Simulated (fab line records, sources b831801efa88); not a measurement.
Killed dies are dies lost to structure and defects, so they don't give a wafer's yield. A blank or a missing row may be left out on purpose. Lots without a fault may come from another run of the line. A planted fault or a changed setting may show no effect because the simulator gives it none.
fab line records | flow gf180mcu | part 2 of 2: steps 29 to 36 of 36
record lots=5 wafers=15 last_day=31
route steps=602 shown MIM@504 M5@526
lots that met no fault: from a run of the same line without faults
start_h: hours from the record's first day to the start of the lot's first wafer shown | wait_h: hours since the lot's step before | " the same as in the row above | L1.1+2: a row that stands for several wafers | - no value, or no start given | * or withheld: withheld | < > ~ a bound
route shown NAME@n: a module of which the file shows steps, and the number in the route of the first | usual: mean/standard deviation of fault-free wafers | same: alike in all rows | chamber/n: place in a boat | sites: the reading at each site | _std_site: their standard deviation | _edge_site: outer sites' mean less inner sites' | radius_mm: how far each site lies from the wafer's centre | mask NAME#n: copy n | behind: the tool/chamber that last shaped the wafer | hold: why the lot was held/for how many hours/how that ended | device: the transistor (n, p or np) that didn't switch | end of line: the same wafers' tests at the end of the route | a step without rows: its recipe alone | killed: dies lost to structure and defects at the first sort, not the wafer's yield | map: a wafer's dies, x killed, . not, _ none there
set.NAME: the setting as run; set.NAME@STEP: as run at that earlier step | model.NAME: the simulator's own value behind a step, which no gauge read
lots at some steps of the route; a table a step, a row a wafer
services: from which hour (start_h, from the record's first day; less than 0 if before it) a tool's chamber was out of use, for how many hours, and why
## steps
# step GF_M5_DEVELOP_06
# recipe develop_time_s=60 dev_temp_c=21
# usual developer_temp_C=20.99/0.099
# same develop_time_s=60
# columns lot.wafer tool chamber start_h wait_h developer_temp_C
L074.1 litho_track-02 0 601.53 0.2 20.80
L074.3 " 0 " " 20.81
L074.4 " 0 " " 20.99
L077.2 litho_track-04 0 625.28 0.2 21.08
L077.3 " 0 " " 20.95
L077.4 " 0 " " 21.04
L080.2 litho_track-02 0 653.00 0.2 20.84
L080.4 " 0 " " 21.05
L080.5 " 0 " " 21.03
L083.2 litho_track-04 0 677.13 0.2 20.93
L083.3 " 0 " " 20.84
L083.5 " 0 " " 20.92
L086.2 litho_track-04 0 693.48 0.2 20.74
L086.3 " 0 " " 20.93
L086.6 " 0 " " 20.80
# step GF_M5_CD_MEAS_07
# recipe target_cd_nm=280
# usual cd_nm=280.0/1.3
# columns lot.wafer tool chamber start_h wait_h cd_nm
L074.1 cd_sem-02 - 601.68 0.1 278.2
L074.3 " - " " 280.3
L074.4 " - " " 278.8
L077.2 cd_sem-02 - 625.43 0.1 277.9
L077.3 " - " " 279.0
L077.4 " - " " 278.9
L080.2 cd_sem-02 - 653.15 0.1 278.4
L080.4 " - " " 279.7
L080.5 " - " " 279.9
L083.2 cd_sem-01 - 677.28 0.1 279.2
L083.3 " - " " 278.7
L083.5 " - " " 278.3
L086.2 cd_sem-02 - 693.63 0.1 283.6
L086.3 " - " " 284.1
L086.6 " - " " 282.6
# step GF_M5_OVL_MEAS_08
# usual M5_OVL=1/5.4
# columns lot.wafer tool chamber start_h wait_h M5_OVL[nm]
L074.1 overlay-02 - 601.80 0.1 0
L074.3 " - " " -1
L074.4 " - " " 0
L077.2 overlay-02 - 625.54 0.1 -9
L077.3 " - " " -2
L077.4 " - " " 4
L080.2 overlay-01 - 653.26 0.1 0
L080.4 " - " " 11
L080.5 " - " " 1
L083.2 overlay-01 - 677.38 0.1 -6
L083.3 " - " " -3
L083.5 " - " " -8
L086.2 overlay-01 - 693.73 0.1 -8
L086.3 " - " " -9
L086.6 " - " " 0
# step GF_M5_ETCH_09
# recipe chemistry=CF4/O2 target=Si3N4 target_depth_nm=52 source_w=800 bias_w=150 pressure_mtorr=150 cf4_flow_sccm=80 O2_flow_sccm=10 time_s=11.6
# usual cf4_flow_sccm=80.01/0.23 drypump_motor_current_A=5.8/0.36 oes_product_au=0.998/0.0085 rf_fwd_power_W=785/4.4 throttle_valve_pct=5.968/0.0095
# same time_s=11.6
# columns lot.wafer tool chamber start_h wait_h cf4_flow_sccm drypump_motor_current_A oes_product_au rf_fwd_power_W rf_hours_counter_h throttle_valve_pct
L074.1 rie_diel-03 1 601.83 0.0 80.20 5.8 0.988 787 17 5.974
L074.3 " 3 " " 80.32 5.6 1.001 792 4 5.982
L074.4 " 0 " " 79.95 5.7 0.970 787 16 5.956
L077.2 rie_diel-04 2 625.57 0.0 80.12 5.5 1.001 787 47 5.965
L077.3 " 1 " " 79.95 6.3 1.003 784 16 5.962
L077.4 " 2 " " 80.14 5.5 1.008 788 - 5.968
L080.2 rie_diel-04 1 653.29 0.0 80.51 6.3 0.992 783 18 5.953
L080.4 " 0 " " 79.90 5.1 0.997 780 - 5.967
L080.5 " 1 " " 80.49 6.3 0.990 782 - 5.960
L083.2 rie_diel-02 0 677.41 0.0 80.36 6.0 1.000 788 17 5.959
L083.3 " 2 " " 80.14 5.7 0.998 780 9 5.970
L083.5 " 2 " " 80.12 5.7 1.004 781 - 5.978
L086.2 rie_diel-03 0 693.76 0.0 79.90 5.7 0.993 788 19 5.965
L086.3 " 2 " " 80.06 6.3 1.007 778 39 5.977
L086.6 " 2 " " 79.99 6.3 1.006 777 - 5.971
# step GF_M5_METAL_ETCH_10
# recipe chemistry=Cl2/BCl3 mask_material=KrF target_depth_nm=750.8 stop_on=SiO2 pressure_mtorr=8 icp_w=800 bias_w=140 Cl2_flow_sccm=80 bcl3_flow_sccm=40 time_s=125.1
# usual drypump_motor_current_A=5.68/0.18 he_backside_leak_sccm=3.26/0.2 mfc_cl2_sccm=80.03/0.26 oes_product_au=0.987/0.0064 rf_fwd_power_W=795.1/2.7 throttle_valve_pct=28.232/0.0099
# same time_s=125.1
# columns lot.wafer tool chamber start_h wait_h drypump_motor_current_A he_backside_leak_sccm mfc_cl2_sccm oes_product_au rf_fwd_power_W rf_hours_counter_h throttle_valve_pct
L074.1 rie_metal-02 1 601.86 0.0 5.92 2.83 80.65 0.990 791.1 12 28.226
L074.3 " 0 " " 5.87 3.17 80.46 0.975 793.5 - 28.255
L074.4 " 1 " " 5.90 3.13 80.12 0.980 793.2 - 28.244
L077.2 rie_metal-03 1 625.59 0.0 5.66 3.32 79.90 0.982 794.8 9 28.235
L077.3 " 0 " " 5.44 3.57 79.88 1.002 796.6 - 28.217
L077.4 " 1 " " 5.65 3.17 80.51 0.986 792.1 - 28.241
L080.2 rie_metal-02 0 653.33 0.0 5.85 3.20 79.84 0.991 794.3 8 28.230
L080.4 " 1 " " 5.92 3.38 80.03 0.992 795.1 - 28.232
L080.5 " 0 " " 5.85 2.97 80.47 0.987 796.1 - 28.230
L083.2 rie_metal-01 0 677.44 0.0 5.55 3.12 80.15 0.975 798.0 1 28.241
L083.3 " 0 " " 5.57 3.15 80.24 0.984 798.7 - 28.249
L083.5 " 1 " " 5.58 3.10 80.18 0.994 792.0 - 28.228
L086.2 rie_metal-03 0 693.79 0.0 5.44 3.50 79.96 0.986 795.9 12 28.224
L086.3 " 1 " " 5.63 3.14 80.06 0.980 792.8 - 28.232
L086.6 " 0 " " 5.41 3.40 79.89 0.995 796.4 - 28.225
# step GF_M5_STRIP_11
# recipe chemistry=O2/N2 power_w=1400 pressure_mtorr=1500 platen_temp_c=250 o2_flow_sccm=3000 n2_flow_sccm=300 overash_fraction=0.5
# usual drypump_motor_current_A=5.7/0.51 heater_power_w=296/12 oes_product_au=0.524/0.0049 strip_time_to_endpoint_s=7.06/0.045
# columns lot.wafer tool chamber start_h wait_h drypump_motor_current_A heater_power_w oes_product_au rf_hours_counter_h strip_time_to_endpoint_s
L074.1 plasma_asher-01 1 601.98 0.1 4.9 290 0.529 18 7.07
L074.3 " 0 " " 5.5 270 0.518 - 7.07
L074.4 " 1 " " 4.9 285 0.523 - 7.09
L077.2 plasma_asher-02 1 625.72 0.1 5.5 301 0.527 53 7.06
L077.3 " 1 " " 5.5 303 0.521 - 7.00
L077.4 " 0 " " 6.3 312 0.522 - 7.08
L080.2 plasma_asher-04 0 653.45 0.1 6.5 294 0.531 82 7.10
L080.4 " 1 " " 5.4 297 0.527 - 7.13
L080.5 " 0 " " 6.5 302 0.532 - 7.13
L083.2 plasma_asher-02 1 677.57 0.1 5.5 300 0.530 59 7.18
L083.3 " 0 " " 6.3 314 0.521 - 7.11
L083.5 " 1 " " 5.5 300 0.532 - 7.03
L086.2 plasma_asher-02 0 693.92 0.1 6.3 311 0.523 61 7.06
L086.3 " 0 " " 6.2 307 0.530 - 7.14
L086.6 " 1 " " 5.5 305 0.535 - 7.03
# step GF_M5_STRIP_12
# recipe chemistry=post_etch_residue_remover time_s=1200 temp_c=72.5
# usual bath_guard_temp_C=72.6/0.33
# same time_s=1200
# columns lot.wafer tool chamber start_h wait_h bath_guard_temp_C
L074.1 wet_bench-03 0 602.08 0.1 72.3
L074.3 " 0 " " 72.3
L074.4 " 0 " " 72.3
L077.2 wet_bench-03 1 625.82 0.1 72.7
L077.3 " 1 " " 72.6
L077.4 " 1 " " 72.6
L080.2 wet_bench-01 0 653.55 0.1 72.7
L080.4 " 0 " " 72.7
L080.5 " 0 " " 73.0
L083.2 wet_bench-04 2 677.67 0.1 72.1
L083.3 " 2 " " 72.3
L083.5 " 2 " " 71.7
L086.2 wet_bench-03 0 694.02 0.1 72.5
L086.3 " 0 " " 72.4
L086.6 " 0 " " 72.3
# step GF_M5_CLEAN_13
# recipe chemistry=DIW dry=n2_spin
# columns lot.wafer tool chamber start_h wait_h
L074.1+3+4 wet_bench-04 0 602.46 0.0
L077.2+3+4 wet_bench-04 2 626.16 0.0
L080.2+4+5 wet_bench-01 0 653.90 0.0
L083.2+3+5 wet_bench-01 2 678.01 0.0
L086.2+3+6 wet_bench-01 3 694.39 0.0
## services
# columns tool chamber start_h hours kind
plasma_asher-04 - 535.88 11.1 repair
rie_metal-02 - 541.78 2.8 pm
krf_scanner-01 - 546.26 1.0 pm
rie_metal-04 - 549.42 0.5 repair
pecvd-02 - 560.54 1.6 repair
rie_metal-04 - 568.94 1.1 repair
pvd_sputter-03 - 570.37 10.8 repair
krf_scanner-01 - 572.09 1.3 pm
rie_metal-04 - 578.03 14.8 repair
krf_scanner-01 - 583.16 0.2 repair
rie_diel-04 - 584.99 1.5 repair
rie_metal-04 - 592.79 14.6 pm
pvd_sputter-01 - 594.80 1.5 repair
rie_metal-01 - 595.59 31.3 repair
plasma_asher-02 - 602.35 11.4 repair
pvd_sputter-01 - 603.62 1.2 repair
wet_bench-01 - 614.23 2.3 repair
krf_scanner-01 - 615.93 0.8 pm
rie_diel-04 3 623.31 42.4 repair
rie_metal-03 - 629.47 2.4 repair
iline_stepper-02 - 651.71 1.7 pm
rie_diel-04 2 652.66 5.7 repair
plasma_asher-04 - 674.04 7.8 repair
plasma_asher-04 - 685.46 3.2 repair
